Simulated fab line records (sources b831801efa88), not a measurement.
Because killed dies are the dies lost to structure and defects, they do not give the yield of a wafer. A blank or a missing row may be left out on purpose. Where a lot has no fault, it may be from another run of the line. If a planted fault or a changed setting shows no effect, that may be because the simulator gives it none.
Matching of chambers	flow sky130	SKY_VIA1_CMP_02 on cmp-02 has 4 sister chambers
The step polishes SiO2. 16 wafers are shown with their chamber, then 8 later ones without.

EACH WAFER AND ITS CHAMBER
wafer	chamber	motorCurrentA (A)
L573.1	2	12.2
L573.2	1	15.4
L573.6	1	14.4
L574.1	3	11.7
L574.3	0	13.3
L574.4	1	14.6
L576.4	3	11.5
L576.5	3	12.2
L576.6	2	11.8
L577.2	2	12.5
L577.3	3	12.7
L577.6	1	14.0
L580.1	1	14.8
L580.2	2	12.4
L580.4	0	13.4
L582.2	1	14.6

SIGNATURES (averages over the wafers above)
reading	chamber 0	chamber 1	chamber 2	chamber 3	scatter within a chamber
motorCurrentA	13.350	14.633	12.225	12.025	0.431
Rule: distance of a wafer from a chamber = root of the sum over the readings of ((wafer's reading minus chamber's mean) / reading's scatter) squared. If the next closest chamber is less than 2 further off than the closest, the wafer can't be placed; otherwise it belongs to the closest. How the scatter is found: for the shown wafers, subtract from each reading the mean of its chamber, square and add these, divide the total by (wafers less chambers), then take the root.

WAFERS WHOSE CHAMBER IS MISSING
wafer	motorCurrentA (A)
L582.3	12.3
L582.6	14.5
L583.2	15.4
L583.4	14.0
L583.5	15.3
L592.2	12.3
L592.3	11.7
L592.4	13.5

EACH ONE'S CHAMBER
wafer	from the rows above	in truth
L582.3	can't be placed: 2 or 3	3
L582.6	1	1
L583.2	1	1
L583.4	can't be placed: 1 or 0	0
L583.5	1	1
L592.2	can't be placed: 2 or 3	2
L592.3	can't be placed: 3 or 2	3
L592.4	0	0
Correct placement for 4 of the 8. Unplaceable from these rows: 4, with the true chamber sitting among the candidates in 4. Number placed wrongly: 0.
